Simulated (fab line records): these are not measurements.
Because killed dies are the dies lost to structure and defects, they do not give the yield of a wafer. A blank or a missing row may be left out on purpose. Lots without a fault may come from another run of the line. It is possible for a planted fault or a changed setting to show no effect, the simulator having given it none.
fab line records ; flow sky130
record lots=24; wafers=72; last_day=50
route steps=708 shown LI_CONTACT@374 VIA1@470 VIA2@529 VIA3@588 METAL4@634
lots that met no fault: from a run of the same line without faults
start_h: start of the lot's first displayed wafer, in hours after the record's first day ; wait_h: hours since the lot's step before ; " repeats the value in the row above ; L1.1+2: a single row standing in for several wafers ; - no value, or no start was given ; * or withheld: withheld ; < > ~ a bound
route shown NAME@n: a module of which the file shows steps, and the number in the route of the first ; usual: the fault-free wafers' mean and standard deviation ; same: alike in all rows ; chamber/n: place in a boat ; sites: readings site by site ; _std_site: the standard deviation of these ; _edge_site: mean of outer sites minus mean of inner sites ; radius_mm: how far each site lies from the wafer's centre ; mask NAME#n: copy n ; behind: the last tool/chamber to shape the wafer ; hold: why the lot was held/for how many hours/how that ended ; device: transistor that didn't switch, given as n, p or np ; end of line: tests run on the same wafers once the route is complete ; a step given without rows: its recipe and nothing more ; killed: count of dies lost to structure and defects at first sort (not the wafer's yield) ; map: dies across one wafer; x = killed, . = not, _ = none there
set.NAME: the setting the step ran with; set.NAME@STEP: the setting that earlier step ran with ; model.NAME: the simulator's own value behind a step, which no gauge read
steps of the route over a sample of lots; a table a step, a row a wafer
services: a tool's chamber out of use, with start hour (start_h, from the record's first day; less than 0 if before it), hours out, and reason
## steps
# step SKY_LI_CONTACT_CD_MEAS_12
# recipe target_cd_nm=170
# usual cd_nm=169.8/1.8
lot.wafer;tool;chamber;start_h;wait_h;cd_nm
L074.1;cd_sem-02;-;662.09;-;170.7
L074.3;cd_sem-02;-;662.09;-;168.9
L074.5;cd_sem-02;-;662.09;-;170.5
L075.2;cd_sem-01;-;669.55;-;169.9
L075.5;cd_sem-01;-;669.55;-;170.5
L075.6;cd_sem-01;-;669.55;-;171.1
L076.1;cd_sem-01;-;688.29;-;172.2
L076.4;cd_sem-01;-;688.29;-;173.4
L076.5;cd_sem-01;-;688.29;-;172.6
L077.2;cd_sem-01;-;703.80;-;170.9
L077.4;cd_sem-01;-;703.80;-;172.3
L077.5;cd_sem-01;-;703.80;-;170.4
L078.1;cd_sem-01;-;712.04;-;171.6
L078.5;cd_sem-01;-;712.04;-;172.1
L078.6;cd_sem-01;-;712.04;-;172.5
L079.1;cd_sem-02;-;714.44;-;169.4
L079.3;cd_sem-02;-;714.44;-;168.3
L079.4;cd_sem-02;-;714.44;-;169.5
L080.1;cd_sem-01;-;725.83;-;169.9
L080.2;cd_sem-01;-;725.83;-;170.7
L080.3;cd_sem-01;-;725.83;-;169.5
L081.1;cd_sem-02;-;735.64;-;172.7
L081.2;cd_sem-02;-;735.64;-;169.8
L081.5;cd_sem-02;-;735.64;-;170.8
L082.1;cd_sem-02;-;737.33;-;168.1
L082.2;cd_sem-02;-;737.33;-;170.4
L082.4;cd_sem-02;-;737.33;-;169.2
L083.3;cd_sem-02;-;746.17;-;170.2
L083.5;cd_sem-02;-;746.17;-;169.8
L083.6;cd_sem-02;-;746.17;-;170.1
L084.1;cd_sem-01;-;756.18;-;167.7
L084.2;cd_sem-01;-;756.18;-;168.1
L084.3;cd_sem-01;-;756.18;-;167.4
L085.2;cd_sem-02;-;763.01;-;171.5
L085.5;cd_sem-02;-;763.01;-;170.9
L085.6;cd_sem-02;-;763.01;-;169.9
L086.1;cd_sem-01;-;764.32;-;167.2
L086.3;cd_sem-01;-;764.32;-;167.4
L086.5;cd_sem-01;-;764.32;-;166.2
L087.1;cd_sem-02;-;776.99;-;169.4
L087.3;cd_sem-02;-;776.99;-;168.5
L087.6;cd_sem-02;-;776.99;-;170.6
L088.2;cd_sem-01;-;777.85;-;170.0
L088.3;cd_sem-01;-;777.85;-;169.7
L088.4;cd_sem-01;-;777.85;-;170.0
L089.2;cd_sem-01;-;789.36;-;171.0
L089.5;cd_sem-01;-;789.36;-;171.3
L089.6;cd_sem-01;-;789.36;-;170.4
L090.3;cd_sem-01;-;801.08;-;171.6
L090.5;cd_sem-01;-;801.08;-;172.0
L090.6;cd_sem-01;-;801.08;-;172.6
L091.3;cd_sem-01;-;802.33;-;168.1
L091.4;cd_sem-01;-;802.33;-;169.9
L091.6;cd_sem-01;-;802.33;-;170.1
L093.4;cd_sem-02;-;852.10;-;171.3
L093.5;cd_sem-02;-;852.10;-;172.1
L093.6;cd_sem-02;-;852.10;-;173.6
L094.1;cd_sem-01;-;853.79;-;166.8
L094.3;cd_sem-01;-;853.79;-;168.5
L094.4;cd_sem-01;-;853.79;-;169.2
L092.2;cd_sem-01;-;855.20;-;167.8
L092.4;cd_sem-01;-;855.20;-;166.8
L092.5;cd_sem-01;-;855.20;-;167.7
L095.1;cd_sem-02;-;855.74;-;167.3
L095.3;cd_sem-02;-;855.74;-;167.6
L095.5;cd_sem-02;-;855.74;-;167.5
L096.2;cd_sem-01;-;856.45;-;170.5
L096.3;cd_sem-01;-;856.45;-;168.8
L096.6;cd_sem-01;-;856.45;-;170.1
L097.4;cd_sem-02;-;860.35;-;168.8
L097.5;cd_sem-02;-;860.35;-;167.1
L097.6;cd_sem-02;-;860.35;-;167.3
# step SKY_VIA1_CD_MEAS_12
# recipe target_cd_nm=150
# usual cd_nm=149.5/2.2
lot.wafer;tool;chamber;start_h;wait_h;cd_nm
L074.1;cd_sem-02;-;775.73;-;148.6
L074.3;cd_sem-02;-;775.73;-;148.4
L074.5;cd_sem-02;-;775.73;-;148.0
L075.2;cd_sem-01;-;783.40;-;148.8
L075.5;cd_sem-01;-;783.40;-;148.7
L075.6;cd_sem-01;-;783.40;-;148.5
L076.1;cd_sem-01;-;799.23;-;148.6
L076.4;cd_sem-01;-;799.23;-;150.3
L076.5;cd_sem-01;-;799.23;-;150.9
L077.2;cd_sem-02;-;812.11;-;152.9
L077.4;cd_sem-02;-;812.11;-;153.0
L077.5;cd_sem-02;-;812.11;-;152.0
L078.1;cd_sem-01;-;821.54;-;150.2
L078.5;cd_sem-01;-;821.54;-;150.9
L078.6;cd_sem-01;-;821.54;-;148.0
L079.1;cd_sem-01;-;823.33;-;147.6
L079.3;cd_sem-01;-;823.33;-;147.6
L079.4;cd_sem-01;-;823.33;-;150.4
L080.1;cd_sem-02;-;838.29;-;151.8
L080.2;cd_sem-02;-;838.29;-;151.0
L080.3;cd_sem-02;-;838.29;-;152.4
L081.1;cd_sem-01;-;845.38;-;144.4
L081.2;cd_sem-01;-;845.38;-;146.1
L081.5;cd_sem-01;-;845.38;-;144.1
L082.1;cd_sem-01;-;849.04;-;148.3
L082.2;cd_sem-01;-;849.04;-;148.2
L082.4;cd_sem-01;-;849.04;-;148.0
L083.3;cd_sem-02;-;856.28;-;150.4
L083.5;cd_sem-02;-;856.28;-;150.9
L083.6;cd_sem-02;-;856.28;-;149.9
L084.1;cd_sem-02;-;866.64;-;147.0
L084.2;cd_sem-02;-;866.64;-;148.8
L084.3;cd_sem-02;-;866.64;-;150.1
L086.1;cd_sem-02;-;871.63;-;148.9
L086.3;cd_sem-02;-;871.63;-;150.7
L086.5;cd_sem-02;-;871.63;-;150.2
L085.2;cd_sem-02;-;873.36;-;150.1
L085.5;cd_sem-02;-;873.36;-;149.8
L085.6;cd_sem-02;-;873.36;-;149.0
L087.1;cd_sem-01;-;887.14;-;151.4
L087.3;cd_sem-01;-;887.14;-;153.0
L087.6;cd_sem-01;-;887.14;-;152.3
L088.2;cd_sem-01;-;888.41;-;153.7
L088.3;cd_sem-01;-;888.41;-;151.8
L088.4;cd_sem-01;-;888.41;-;154.1
L089.2;cd_sem-02;-;899.21;-;149.8
L089.5;cd_sem-02;-;899.21;-;150.6
L089.6;cd_sem-02;-;899.21;-;148.4
L090.3;cd_sem-01;-;910.08;-;151.1
L090.5;cd_sem-01;-;910.08;-;150.0
L090.6;cd_sem-01;-;910.08;-;151.4
L091.3;cd_sem-02;-;911.38;-;150.2
L091.4;cd_sem-02;-;911.38;-;151.8
L091.6;cd_sem-02;-;911.38;-;151.2
L093.4;cd_sem-02;-;959.04;-;148.1
L093.5;cd_sem-02;-;959.04;-;147.9
L093.6;cd_sem-02;-;959.04;-;148.0
L094.1;cd_sem-02;-;960.34;-;149.5
L094.3;cd_sem-02;-;960.34;-;149.2
L094.4;cd_sem-02;-;960.34;-;147.9
L092.2;cd_sem-01;-;960.66;-;149.8
L092.4;cd_sem-01;-;960.66;-;145.6
L092.5;cd_sem-01;-;960.66;-;149.1
L095.1;cd_sem-01;-;961.23;-;152.1
L095.3;cd_sem-01;-;961.23;-;150.7
L095.5;cd_sem-01;-;961.23;-;151.6
L096.2;cd_sem-02;-;963.51;-;147.1
L096.3;cd_sem-02;-;963.51;-;147.0
L096.6;cd_sem-02;-;963.51;-;148.8
L097.4;cd_sem-01;-;968.25;-;146.2
L097.5;cd_sem-01;-;968.25;-;146.7
L097.6;cd_sem-01;-;968.25;-;145.8
# step SKY_VIA1_ETCH_14
# recipe chemistry=N2/H2; target=BARC; ion_energy_ev=200; source_w=500; bias_w=100; pressure_mtorr=30; n2_flow_sccm=100; h2_flow_sccm=200; stop_on=SiO2; time_s=45.9; target_depth_a=600
# usual drypump_motor_current_A=5.9/0.49; oes_product_au=0.854/0.0044; throttle_valve_pct=13.225/0.0092
lot.wafer;tool;chamber;start_h;wait_h;drypump_motor_current_A;oes_product_au;rf_hours_counter_h;throttle_valve_pct
L074.1;rie_diel-02;3;775.89;0.0;6.3;0.853;10;13.206
L074.3;rie_diel-02;0;775.89;0.0;5.0;0.849;7;13.207
L074.5;rie_diel-02;0;775.89;0.0;5.0;0.860;-;13.238
L075.2;rie_diel-02;0;783.54;0.0;5.0;0.862;7;13.230
L075.5;rie_diel-02;3;783.54;0.0;6.3;0.857;-;13.214
L075.6;rie_diel-02;0;783.54;0.0;4.9;0.855;-;13.231
L076.1;rie_diel-02;0;799.39;0.0;5.0;0.867;7;13.214
L076.4;rie_diel-02;0;799.39;0.0;5.0;0.854;-;13.233
L076.5;rie_diel-02;3;799.39;0.0;6.3;0.854;-;13.231
L077.2;rie_diel-03;0;812.24;0.0;6.4;0.855;13;13.220
L077.4;rie_diel-03;1;812.24;0.0;5.5;0.859;32;13.237
L077.5;rie_diel-03;2;812.24;0.0;6.2;0.864;-;13.213
L078.1;rie_diel-03;1;821.69;0.0;5.5;0.856;32;13.219
L078.5;rie_diel-03;0;821.69;0.0;6.4;0.851;-;13.227
L078.6;rie_diel-03;1;821.69;0.0;5.5;0.858;-;13.231
L079.1;rie_diel-02;3;823.49;0.0;6.3;0.859;11;13.229
L079.3;rie_diel-02;1;823.49;0.0;6.4;0.855;15;13.219
L079.4;rie_diel-02;0;823.49;0.0;5.0;0.849;8;13.235
L080.1;rie_diel-02;1;838.44;0.0;6.4;0.855;15;13.222
L080.2;rie_diel-02;2;838.44;0.0;5.3;0.848;4;13.210
L080.3;rie_diel-02;0;838.44;0.0;5.0;0.851;8;13.236
L081.1;rie_diel-02;1;845.54;0.0;6.4;0.851;15;13.242
L081.2;rie_diel-02;3;845.54;0.0;6.3;0.864;11;13.214
L081.5;rie_diel-02;2;845.54;0.0;5.3;0.863;-;13.223
L082.1;rie_diel-01;3;849.20;0.0;5.6;0.855;8;13.212
L082.2;rie_diel-01;0;849.20;0.0;5.5;0.854;9;13.243
L082.4;rie_diel-01;1;849.20;0.0;6.1;0.858;10;13.218
L083.3;rie_diel-03;3;856.40;0.0;6.0;0.857;7;13.224
L083.5;rie_diel-03;0;856.40;0.0;6.4;0.855;-;13.225
L083.6;rie_diel-03;1;856.40;0.0;5.5;0.860;-;13.218
L084.1;rie_diel-03;1;866.79;0.0;5.5;0.850;1;13.235
L084.2;rie_diel-03;3;866.79;0.0;6.0;0.851;7;13.206
L084.3;rie_diel-03;2;866.79;0.0;6.2;0.853;2;13.235
L086.1;rie_diel-01;3;871.79;0.0;5.6;0.849;9;13.225
L086.3;rie_diel-01;0;871.79;0.0;5.5;0.852;11;13.222
L086.5;rie_diel-01;1;871.79;0.0;6.1;0.862;-;13.235
L085.2;rie_diel-02;2;873.50;0.0;5.3;0.853;4;13.231
L085.5;rie_diel-02;1;873.50;0.0;6.4;0.846;-;13.235
L085.6;rie_diel-02;0;873.50;0.0;5.0;0.848;-;13.219
L087.1;rie_diel-03;1;887.30;0.0;5.5;0.844;1;13.225
L087.3;rie_diel-03;2;887.30;0.0;6.2;0.857;2;13.221
L087.6;rie_diel-03;3;887.30;0.0;6.0;0.859;-;13.220
L088.2;rie_diel-02;3;888.55;0.0;6.3;0.850;12;13.230
L088.3;rie_diel-02;1;888.55;0.0;6.4;0.858;16;13.221
L088.4;rie_diel-02;0;888.55;0.0;5.0;0.851;9;13.225
L089.2;rie_diel-03;3;899.34;0.0;6.0;0.861;8;13.228
L089.5;rie_diel-03;2;899.34;0.0;6.2;0.853;-;13.233
L089.6;rie_diel-03;1;899.34;0.0;5.5;0.854;-;13.223
L090.3;rie_diel-02;2;910.20;0.0;5.3;0.852;5;13.222
L090.5;rie_diel-02;2;910.20;0.0;5.3;0.852;-;13.225
L090.6;rie_diel-02;1;910.20;0.0;6.4;0.855;-;13.222
L091.3;rie_diel-03;3;911.49;0.0;6.0;0.858;9;13.228
L091.4;rie_diel-03;0;911.49;0.0;6.3;0.846;16;13.227
L091.6;rie_diel-03;0;911.49;0.0;6.3;0.852;-;13.223
L093.4;rie_diel-01;3;959.14;0.0;5.6;0.849;11;13.228
L093.5;rie_diel-01;0;959.14;0.0;5.6;0.863;-;13.230
L093.6;rie_diel-01;3;959.14;0.0;5.6;0.849;-;13.218
L094.1;rie_diel-02;3;960.50;0.0;6.3;0.855;14;13.214
L094.3;rie_diel-02;1;960.50;0.0;6.4;0.865;17;13.225
L094.4;rie_diel-02;0;960.50;0.0;5.0;0.853;11;13.218
L092.2;rie_diel-01;2;960.80;0.0;6.2;0.854;10;13.222
L092.4;rie_diel-01;1;960.80;0.0;6.1;0.859;14;13.242
L092.5;rie_diel-01;1;960.80;0.0;6.1;0.857;-;13.238
L095.1;rie_diel-03;3;961.39;0.0;6.0;0.853;10;13.235
L095.3;rie_diel-03;2;961.39;0.0;6.2;0.850;5;13.211
L095.5;rie_diel-03;0;961.39;0.0;6.3;0.848;-;13.233
L096.2;rie_diel-03;1;963.65;0.0;5.5;0.854;4;13.222
L096.3;rie_diel-03;3;963.65;0.0;6.0;0.854;10;13.219
L096.6;rie_diel-03;3;963.65;0.0;6.0;0.851;-;13.220
L097.4;rie_diel-03;3;968.34;0.0;6.0;0.860;11;13.229
L097.5;rie_diel-03;0;968.34;0.0;6.3;0.851;-;13.231
L097.6;rie_diel-03;3;968.34;0.0;6.0;0.849;-;13.216
# step SKY_VIA2_RS_MEAS_22
# recipe thk_meas_gauge=four-point-probe; reads=W_of_VIA2_CVD_21+TiN_of_VIA2_SPUTTER_20
# usual VIA2_W_RS=0.274/0.0031
lot.wafer;tool;chamber;start_h;wait_h;VIA2_W_RS[ohm/sq]
L074.1;film_metro-01;-;831.62;0.1;0.278
L074.3;film_metro-01;-;831.62;0.1;0.279
L074.5;film_metro-01;-;831.62;0.1;0.275
L075.2;film_metro-04;-;838.80;0.1;0.277
L075.5;film_metro-04;-;838.80;0.1;0.271
L075.6;film_metro-04;-;838.80;0.1;0.273
L076.1;film_metro-01;-;855.87;0.1;0.272
L076.4;film_metro-01;-;855.87;0.1;0.273
L076.5;film_metro-01;-;855.87;0.1;0.276
L077.2;film_metro-02;-;869.02;0.1;0.277
L077.4;film_metro-02;-;869.02;0.1;0.276
L077.5;film_metro-02;-;869.02;0.1;0.278
L078.1;film_metro-02;-;878.80;0.1;0.270
L078.5;film_metro-02;-;878.80;0.1;0.276
L078.6;film_metro-02;-;878.80;0.1;0.272
L079.1;film_metro-02;-;879.06;0.1;0.276
L079.3;film_metro-02;-;879.06;0.1;0.277
L079.4;film_metro-02;-;879.06;0.1;0.275
L080.1;film_metro-02;-;894.90;0.1;0.274
L080.2;film_metro-02;-;894.90;0.1;0.276
L080.3;film_metro-02;-;894.90;0.1;0.271
L081.1;film_metro-04;-;900.87;0.1;0.270
L081.2;film_metro-04;-;900.87;0.1;0.271
L081.5;film_metro-04;-;900.87;0.1;0.272
L082.1;film_metro-04;-;905.58;0.1;0.264
L082.2;film_metro-04;-;905.58;0.1;0.265
L082.4;film_metro-04;-;905.58;0.1;0.266
L083.3;film_metro-02;-;911.48;0.1;0.272
L083.5;film_metro-02;-;911.48;0.1;0.272
L083.6;film_metro-02;-;911.48;0.1;0.272
L084.1;film_metro-02;-;921.73;0.1;0.272
L084.2;film_metro-02;-;921.73;0.1;0.275
L084.3;film_metro-02;-;921.73;0.1;0.276
L086.1;film_metro-02;-;926.12;0.1;0.275
L086.3;film_metro-02;-;926.12;0.1;0.276
L086.5;film_metro-02;-;926.12;0.1;0.275
L085.2;film_metro-02;-;927.81;0.1;0.276
L085.5;film_metro-02;-;927.81;0.1;0.282
L085.6;film_metro-02;-;927.81;0.1;0.276
L087.1;film_metro-02;-;940.53;0.1;0.270
L087.3;film_metro-02;-;940.53;0.1;0.272
L087.6;film_metro-02;-;940.53;0.1;0.275
L088.2;film_metro-04;-;942.16;0.1;0.273
L088.3;film_metro-04;-;942.16;0.1;0.270
L088.4;film_metro-04;-;942.16;0.1;0.273
L089.2;film_metro-04;-;952.93;0.1;0.276
L089.5;film_metro-04;-;952.93;0.1;0.277
L089.6;film_metro-04;-;952.93;0.1;0.274
L090.3;film_metro-02;-;963.34;0.1;0.271
L090.5;film_metro-02;-;963.34;0.1;0.271
L090.6;film_metro-02;-;963.34;0.1;0.273
L091.3;film_metro-04;-;965.09;0.1;0.273
L091.4;film_metro-04;-;965.09;0.1;0.269
L091.6;film_metro-04;-;965.09;0.1;0.272
L093.4;film_metro-04;-;1010.20;0.1;0.276
L093.5;film_metro-04;-;1010.20;0.1;0.274
L093.6;film_metro-04;-;1010.20;0.1;0.272
L094.1;film_metro-02;-;1010.74;0.1;0.273
L094.3;film_metro-02;-;1010.74;0.1;0.278
L094.4;film_metro-02;-;1010.74;0.1;0.276
L092.2;film_metro-01;-;1011.27;0.1;0.274
L092.4;film_metro-01;-;1011.27;0.1;0.271
L092.5;film_metro-01;-;1011.27;0.1;0.272
L095.1;film_metro-04;-;1012.19;0.1;0.275
L095.3;film_metro-04;-;1012.19;0.1;0.275
L095.5;film_metro-04;-;1012.19;0.1;0.274
L096.2;film_metro-01;-;1014.81;0.1;0.274
L096.3;film_metro-01;-;1014.81;0.1;0.279
L096.6;film_metro-01;-;1014.81;0.1;0.271
L097.4;film_metro-02;-;1018.12;0.1;0.273
L097.5;film_metro-02;-;1018.12;0.1;0.272
L097.6;film_metro-02;-;1018.12;0.1;0.274
# step SKY_VIA3_ETCH_15
# recipe target=SiO2; chemistry=C4F8/O2/Ar; target_depth_nm=507; stop_on=TiN; mask_material=KrF-thick; source_w=1500; bias_w=1200; pressure_mtorr=40; c4f8_flow_sccm=withheld; O2_flow_sccm=6; Ar_flow_sccm=300; time_s=78
# usual oes_product_au=0.946/0.0044
lot.wafer;tool;chamber;start_h;wait_h;oes_product_au;rf_hours_counter_h
L074.1;rie_diel-04;2;912.34;0.0;0.940;21
L074.3;rie_diel-04;0;912.34;0.0;0.945;20
L074.5;rie_diel-04;0;912.34;0.0;0.947;-
L075.2;rie_diel-04;1;918.64;0.0;0.942;14
L075.5;rie_diel-04;1;918.64;0.0;0.951;-
L075.6;rie_diel-04;2;918.64;0.0;0.946;-
L076.1;rie_diel-03;1;933.79;0.0;0.943;3
L076.4;rie_diel-03;3;933.79;0.0;0.941;10
L076.5;rie_diel-03;1;933.79;0.0;0.946;-
L077.2;rie_diel-01;1;948.26;0.0;0.948;14
L077.4;rie_diel-01;3;948.26;0.0;0.947;11
L077.5;rie_diel-01;3;948.26;0.0;0.944;-
L078.1;rie_diel-03;2;956.20;0.0;0.941;5
L078.5;rie_diel-03;2;956.20;0.0;0.949;-
L078.6;rie_diel-03;1;956.20;0.0;0.941;-
L079.1;rie_diel-01;2;956.55;0.0;0.955;10
L079.3;rie_diel-01;1;956.55;0.0;0.949;14
L079.4;rie_diel-01;3;956.55;0.0;0.948;11
L080.1;rie_diel-01;2;971.15;0.0;0.945;10
L080.2;rie_diel-01;3;971.15;0.0;0.946;11
L080.3;rie_diel-01;0;971.15;0.0;0.946;14
L081.1;rie_diel-03;1;975.70;0.0;0.943;4
L081.2;rie_diel-03;2;975.70;0.0;0.946;5
L081.5;rie_diel-03;2;975.70;0.0;0.954;-
L082.1;rie_diel-01;3;981.95;0.0;0.950;12
L082.2;rie_diel-01;2;981.95;0.0;0.945;11
L082.4;rie_diel-01;1;981.95;0.0;0.944;15
L083.3;rie_diel-03;2;987.64;0.0;0.940;5
L083.5;rie_diel-03;1;987.64;0.0;0.955;-
L083.6;rie_diel-03;2;987.64;0.0;0.939;-
L084.1;rie_diel-04;2;996.05;0.0;0.954;24
L084.2;rie_diel-04;1;996.05;0.0;0.948;15
L084.3;rie_diel-04;0;996.05;0.0;0.947;23
L086.1;rie_diel-01;0;1000.30;0.0;0.948;15
L086.3;rie_diel-01;0;1000.30;0.0;0.953;-
L086.5;rie_diel-01;0;1000.30;0.0;0.946;-
L085.2;rie_diel-01;1;1003.93;0.0;0.944;15
L085.5;rie_diel-01;3;1003.93;0.0;0.945;-
L085.6;rie_diel-01;1;1003.93;0.0;0.944;-
L087.1;rie_diel-01;3;1014.28;0.0;0.943;13
L087.3;rie_diel-01;1;1014.28;0.0;0.943;16
L087.6;rie_diel-01;0;1014.28;0.0;0.947;-
L088.2;rie_diel-01;0;1015.90;0.0;0.948;16
L088.3;rie_diel-01;3;1015.90;0.0;0.943;13
L088.4;rie_diel-01;1;1015.90;0.0;0.947;16
L089.2;rie_diel-01;0;1025.44;0.0;0.944;16
L089.5;rie_diel-01;1;1025.44;0.0;0.951;-
L089.6;rie_diel-01;0;1025.44;0.0;0.953;-
L090.3;rie_diel-04;2;1035.19;0.0;0.941;25
L090.5;rie_diel-04;1;1035.19;0.0;0.947;-
L090.6;rie_diel-04;2;1035.19;0.0;0.943;-
L091.3;rie_diel-03;1;1037.38;0.0;0.946;6
L091.4;rie_diel-03;0;1037.38;0.0;0.951;20
L091.6;rie_diel-03;1;1037.38;0.0;0.943;-
L094.1;rie_diel-03;3;1079.44;0.0;0.952;14
L094.3;rie_diel-03;2;1079.44;0.0;0.949;8
L094.4;rie_diel-03;1;1079.44;0.0;0.951;7
L093.4;rie_diel-04;1;1079.98;0.0;0.946;18
L093.5;rie_diel-04;1;1079.98;0.0;0.950;-
L093.6;rie_diel-04;0;1079.98;0.0;0.947;-
L095.1;rie_diel-04;2;1081.03;0.0;0.943;27
L095.3;rie_diel-04;3;1081.03;0.0;0.938;30
L095.5;rie_diel-04;3;1081.03;0.0;0.943;-
L092.2;rie_diel-01;1;1081.38;0.0;0.946;18
L092.4;rie_diel-01;2;1081.38;0.0;0.937;14
L092.5;rie_diel-01;1;1081.38;0.0;0.948;-
L096.2;rie_diel-03;0;1083.76;0.0;0.943;22
L096.3;rie_diel-03;2;1083.76;0.0;0.943;8
L096.6;rie_diel-03;1;1083.76;0.0;0.954;-
L097.4;rie_diel-04;1;1085.05;0.0;0.951;18
L097.5;rie_diel-04;3;1085.05;0.0;0.947;-
L097.6;rie_diel-04;0;1085.05;0.0;0.945;-
# step SKY_METAL4_METAL_ETCH_18
# recipe target_depth_a=8450; stop_on=SiO2; over_etch_frac=0.3; time_s=183.1; chemistry=Cl2/BCl3; resist_sidewall_deg=88; pressure_mtorr=10; icp_w=900; bias_w=48.5; Cl2_flow_sccm=60; bcl3_flow_sccm=30
# usual drypump_motor_current_A=5.6/0.67; oes_product_au=0.866/0.0059; throttle_valve_pct=22.264/0.0091
lot.wafer;tool;chamber;start_h;wait_h;drypump_motor_current_A;oes_product_au;rf_hours_counter_h;throttle_valve_pct
L074.1;rie_metal-03;0;963.80;0.0;6.4;0.864;7;22.256
L074.3;rie_metal-03;0;963.80;0.0;6.4;0.859;-;22.249
L074.5;rie_metal-03;0;963.80;0.0;6.4;0.866;-;22.262
L075.2;rie_metal-03;0;969.40;0.0;6.5;0.868;8;22.250
L075.5;rie_metal-03;0;969.40;0.0;6.4;0.871;-;22.251
L075.6;rie_metal-03;1;969.40;0.0;4.7;0.864;-;22.267
L076.1;rie_metal-03;1;983.26;0.0;4.7;0.870;13;22.266
L076.4;rie_metal-03;0;983.26;0.0;6.4;0.875;-;22.270
L076.5;rie_metal-03;1;983.26;0.0;4.7;0.878;-;22.263
L077.2;rie_metal-03;0;997.70;0.0;6.4;0.863;9;22.264
L077.4;rie_metal-03;1;997.70;0.0;4.7;0.868;-;22.269
L077.5;rie_metal-03;0;997.70;0.0;6.3;0.859;-;22.248
L078.1;rie_metal-01;1;1005.31;0.0;5.8;0.866;17;22.260
L078.5;rie_metal-01;0;1005.31;0.0;5.2;0.866;-;22.263
L078.6;rie_metal-01;1;1005.31;0.0;5.8;0.862;-;22.264
L079.1;rie_metal-03;1;1007.49;0.0;4.7;0.860;14;22.263
L079.3;rie_metal-03;1;1007.49;0.0;4.7;0.868;-;22.254
L079.4;rie_metal-03;0;1007.49;0.0;6.4;0.859;-;22.262
L080.1;rie_metal-01;1;1018.85;0.0;5.8;0.867;18;22.266
L080.2;rie_metal-01;0;1018.85;0.0;5.1;0.867;11;22.272
L080.3;rie_metal-01;1;1018.85;0.0;5.8;0.865;-;22.276
L081.1;rie_metal-02;1;1024.19;0.0;5.4;0.868;2;22.252
L081.2;rie_metal-02;0;1024.19;0.0;6.3;0.858;14;22.262
L081.5;rie_metal-02;0;1024.19;0.0;6.3;0.863;-;22.283
L082.1;rie_metal-02;1;1029.69;0.0;5.4;0.860;2;22.243
L082.2;rie_metal-02;0;1029.69;0.0;6.4;0.863;15;22.263
L082.4;rie_metal-02;1;1029.69;0.0;5.4;0.867;-;22.264
L083.3;rie_metal-02;1;1034.86;0.1;5.4;0.864;-;22.274
L083.5;rie_metal-02;0;1034.86;0.1;6.4;0.860;-;22.263
L083.6;rie_metal-02;1;1034.86;0.1;5.4;0.865;-;22.274
L084.1;rie_metal-03;1;1042.09;0.0;4.7;0.871;16;22.257
L084.2;rie_metal-03;0;1042.09;0.0;6.4;0.869;12;22.272
L084.3;rie_metal-03;0;1042.09;0.0;6.4;0.866;-;22.266
L086.1;rie_metal-01;1;1047.05;0.0;5.8;0.864;20;22.262
L086.3;rie_metal-01;1;1047.05;0.0;5.8;0.872;-;22.250
L086.5;rie_metal-01;0;1047.05;0.0;5.1;0.859;-;22.251
L085.2;rie_metal-03;1;1052.58;0.0;4.7;0.868;17;22.258
L085.5;rie_metal-03;0;1052.58;0.0;6.4;0.877;-;22.261
L085.6;rie_metal-03;1;1052.58;0.0;4.7;0.869;-;22.269
L087.1;rie_metal-03;0;1060.49;0.0;6.4;0.868;13;22.253
L087.3;rie_metal-03;0;1060.49;0.0;6.4;0.857;-;22.262
L087.6;rie_metal-03;0;1060.49;0.0;6.4;0.874;-;22.278
L088.2;rie_metal-01;0;1062.39;0.0;5.1;0.858;14;22.285
L088.3;rie_metal-01;0;1062.39;0.0;5.1;0.862;-;22.257
L088.4;rie_metal-01;1;1062.39;0.0;5.8;0.861;-;22.254
L089.2;rie_metal-03;0;1070.55;0.0;6.4;0.866;14;22.271
L089.5;rie_metal-03;0;1070.55;0.0;6.4;0.866;-;22.274
L089.6;rie_metal-03;1;1070.55;0.0;4.7;0.864;-;22.278
L090.3;rie_metal-02;1;1080.50;0.1;5.4;0.863;-;22.250
L090.5;rie_metal-02;0;1080.50;0.1;6.4;0.865;-;22.241
L090.6;rie_metal-02;1;1080.50;0.1;5.4;0.865;-;22.271
L091.3;rie_metal-02;1;1082.55;0.1;5.4;0.860;-;22.274
L091.4;rie_metal-02;0;1082.55;0.1;6.3;0.860;-;22.256
L091.6;rie_metal-02;1;1082.55;0.1;5.4;0.867;-;22.251
L094.1;rie_metal-03;1;1120.89;0.0;4.7;0.880;22;22.261
L094.3;rie_metal-03;1;1120.89;0.0;4.7;0.870;-;22.266
L094.4;rie_metal-03;0;1120.89;0.0;6.4;0.872;-;22.271
L093.4;rie_metal-01;0;1122.00;0.1;5.1;0.868;-;22.267
L093.5;rie_metal-01;1;1122.00;0.1;5.8;0.868;-;22.273
L093.6;rie_metal-01;0;1122.00;0.1;5.1;0.872;-;22.260
L095.1;rie_metal-02;1;1123.85;0.0;5.4;0.859;8;22.259
L095.3;rie_metal-02;0;1123.85;0.0;6.4;0.863;-;22.266
L095.5;rie_metal-02;0;1123.85;0.0;6.3;0.865;-;22.273
L092.2;rie_metal-03;1;1124.15;0.0;4.7;0.866;22;22.273
L092.4;rie_metal-03;1;1124.15;0.0;4.7;0.881;-;22.251
L092.5;rie_metal-03;1;1124.15;0.0;4.7;0.864;-;22.273
L096.2;rie_metal-01;1;1125.95;0.0;5.8;0.859;25;22.255
L096.3;rie_metal-01;1;1125.95;0.0;5.8;0.856;-;22.260
L096.6;rie_metal-01;1;1125.95;0.0;5.8;0.855;-;22.255
L097.4;rie_metal-01;1;1128.21;0.1;5.8;0.864;-;22.254
L097.5;rie_metal-01;1;1128.21;0.1;5.7;0.853;-;22.265
L097.6;rie_metal-01;0;1128.21;0.1;5.2;0.863;-;22.268
## services
tool;chamber;start_h;hours;kind
rie_diel-02;2;769.55;34.5;repair
rie_metal-03;1;786.18;8.1;repair
rie_diel-03;1;794.57;8.0;repair
rie_diel-03;2;800.25;2.5;repair
rie_diel-03;-;835.11;14.6;pm
rie_diel-01;-;843.05;1.0;repair
rie_metal-03;1;846.14;26.1;repair
rie_metal-03;-;846.47;2.8;pm
rie_diel-02;-;848.72;14.6;pm
rie_diel-03;2;852.17;11.4;repair
rie_metal-03;0;872.64;5.9;repair
rie_diel-02;3;923.34;3.8;repair
rie_diel-01;1;935.15;2.9;repair
rie_diel-03;1;958.29;3.3;repair
rie_diel-01;1;968.29;5.3;repair
rie_diel-01;3;987.81;6.3;repair
rie_diel-03;-;988.49;0.9;repair
rie_diel-01;0;991.02;4.8;repair
rie_diel-01;1;992.28;9.9;repair
rie_diel-01;2;992.90;16.6;repair
rie_diel-03;1;1018.64;4.1;repair
rie_diel-03;-;1029.07;0.3;repair
rie_diel-01;-;1059.05;0.9;repair
rie_metal-03;0;1094.66;1.3;repair
## key
fault none
